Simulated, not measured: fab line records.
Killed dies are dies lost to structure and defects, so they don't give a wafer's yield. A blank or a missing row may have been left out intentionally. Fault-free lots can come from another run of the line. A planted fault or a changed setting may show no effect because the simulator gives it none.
A lot that was struck, set against a sound lot	flow sky130	33 out of 708 route steps
Sound: these wafers, L348.2, L348.4, L348.6. Struck: wafer L358.5 (L358.1, L358.3, from the same lot, were not struck and are left out); the cause is given at the end.
At each step with rows: each side's tool, then ch and its chambers, then its first start. Under that, the readings that differ: sound wafers	struck wafers	difference of the means	sigmas: that difference in standard deviations of wafers without a fault.
alike: same words and numbers on both sides, and readings whose means sit less than 2 such deviations apart. not compared: any withheld reading, any reading some wafer has no value for, any bound like >300 that may hide the same value, and any number with overlapping values for which the record gives no deviation.
The two part at a step that has a row with sigmas, a row that says differs or no value, or rows on one side only. When numbers do not overlap yet have no deviation, they are printed without sigmas and do not part them. A reading missing from all wafers of one side parts the sides only when that side holds two or more wafers.

first, 4 steps without rows for these wafers: SKY_LOCAL_INTERCONNECT_SOFTBAKE_07 (time 90 s); SKY_LOCAL_INTERCONNECT_EXPOSE_08 (exposes mask LI1M, target cd 170 nm); SKY_LOCAL_INTERCONNECT_PEB_09; SKY_LOCAL_INTERCONNECT_DEVELOP_10 (develop time 60 s).
SKY_LOCAL_INTERCONNECT_CD_MEAS_11: the cd target is 170 nm.
  sound on cd_sem-01, day 33 18:26; struck on cd_sem-02, day 36 23:49
  alike: cd_nm
SKY_LOCAL_INTERCONNECT_OVL_MEAS_12:
  sound on overlay-02, day 33 18:32; struck on overlay-01, day 36 23:56
  alike: LOCAL_INTERCONNECT_OVL
SKY_LOCAL_INTERCONNECT_ETCH_13: etches BARC in N2/H2, stops on SiO2, time 45.9 s, target depth 60 nm.
  sound on rie_metal-04 ch 0,1, day 33 18:34; struck on rie_metal-04 ch 1, day 36 23:58
  alike: drypump_motor_current_A, oes_product_au, throttle_valve_pct
  not compared: rf_hours_counter_h
then, 5 steps without rows for these wafers: SKY_LOCAL_INTERCONNECT_METAL_ETCH_14 (etches TiN in Cl2/BCl3, stops on PSG, target depth 110 nm, time 31.4 s); SKY_LOCAL_INTERCONNECT_STRIP_15 (strips in O2/N2); SKY_LOCAL_INTERCONNECT_STRIP_16 (strips in post etch residue remover, time 1200 s); SKY_LOCAL_INTERCONNECT_CLEAN_17 (cleans in IPA, time 180 s); SKY_LOCAL_INTERCONNECT_CLEAN_18 (cleans in O3/DIW).
SKY_CONTACT_CVD_00: deposits Si3N4, target thk 75 nm.
  sound on pecvd-02 ch 0,1,2, day 33 19:19; struck on pecvd-02 ch 1, day 37 00:43
reading	sound	struck	difference	sigmas
model.Si3N4_of_CONTACT_CVD_00.thk_nm (nm)	74.81 75.05 74.97	80.48	+5.54	
  alike: heater_power_w
SKY_CONTACT_THK_MEAS_01:
  sound on film_metro-04, day 33 19:22; struck on film_metro-04, day 37 00:44
reading	sound	struck	difference	sigmas
CONTACT_CVD_00_THK (nm)	74.9 75.0 75.0	80.5	+5.5	+6
then, 1 step without rows for these wafers: SKY_CONTACT_HDPCVD_02 (deposits SiO2, target thk 565 nm, time 94.2 s).
SKY_CONTACT_THK_MEAS_03:
  sound on film_metro-01, day 33 19:30; struck on film_metro-01, day 37 00:52
  alike: CONTACT_HDPCVD_THK
SKY_CONTACT_CMP_04: polishes SiO2.
  sound on cmp-02 ch 1,3, day 33 19:33; struck on cmp-01 ch 1, day 37 00:56
  alike: motor_current_A
SKY_CONTACT_BOW_MEAS_05:
  sound on film_metro-02, day 33 19:52; struck on film_metro-04, day 37 01:14
  alike: CONTACT_BOW
then, 8 steps without rows for these wafers: SKY_CONTACT_DEHYDRATE_06 (time 60 s); SKY_CONTACT_HMDS_07 (prime time 60 s); SKY_CONTACT_COAT_08 (resist thk 60 nm); SKY_CONTACT_COAT_09 (resist thk 450 nm); SKY_CONTACT_SOFTBAKE_10 (time 90 s); SKY_CONTACT_EXPOSE_11 (exposes mask CTM1, target cd 170 nm); SKY_CONTACT_PEB_12; SKY_CONTACT_DEVELOP_13 (develop time 60 s).
SKY_CONTACT_CD_MEAS_14: the cd target is 170 nm.
  sound on cd_sem-02, day 34 22:08; struck on cd_sem-02, day 38 03:28
  alike: cd_nm
SKY_CONTACT_OVL_MEAS_15:
  sound on overlay-01, day 34 22:15; struck on overlay-02, day 38 03:35
  alike: CONTACT_OVL
SKY_CONTACT_ETCH_16: etches BARC in N2/H2, stops on SiO2, time 45.9 s, target depth 60 nm.
  sound on rie_diel-02 ch 0,1,3, day 34 22:17; struck on rie_diel-01 ch 2, day 38 03:37
  alike: drypump_motor_current_A, oes_product_au, throttle_valve_pct
  not compared: rf_hours_counter_h
SKY_CONTACT_ETCH_17: etches SiO2 in C4F8/O2/Ar, stops on Si3N4, target depth 340 nm.
  sound on rie_diel-02 ch 0,1,3, day 34 22:19; struck on rie_diel-01 ch 2, day 38 03:40
  alike: oes_product_au
SKY_CONTACT_ETCH_18: etches Si3N4 in CHF3/O2, stops on TiN, time 39 s, target depth 75 nm.
  sound on rie_diel-02 ch 0,1,3; struck on rie_diel-01 ch 2
reading	sound	struck	difference	sigmas
oes_product_au (a.u.)	0.856 0.860 0.847	0.893	+0.039	+5
model.etch.depth_nm (nm)	74.81 75.05 74.97	80.48	+5.54	
  alike: chf3_flow_sccm, drypump_motor_current_A, throttle_valve_pct
  not compared: rf_hours_counter_h
SKY_CONTACT_STRIP_19: strips in O2/N2.
  sound on plasma_asher-03 ch 0,1, day 34 22:25; struck on plasma_asher-02 ch 1, day 38 03:45
  alike: drypump_motor_current_A, oes_product_au, strip_time_to_endpoint_s
  not compared: rf_hours_counter_h
-- the record jumps here: 13 days lie between the struck wafers' starts before and after (it left off in module CONTACT and takes up again in module PAD_OPEN, whose first step shown is number 708 of the route) --
SKY_PAD_OPEN_PROBE_99:
  only the struck wafers here have rows in the record (prober-02, day 50 18:11); the sound ones have none

== WHERE THEY PART ==
Earliest at SKY_CONTACT_THK_MEAS_01; latest, in this record, at SKY_PAD_OPEN_PROBE_99.

WHY: whatever the simulator had introduced
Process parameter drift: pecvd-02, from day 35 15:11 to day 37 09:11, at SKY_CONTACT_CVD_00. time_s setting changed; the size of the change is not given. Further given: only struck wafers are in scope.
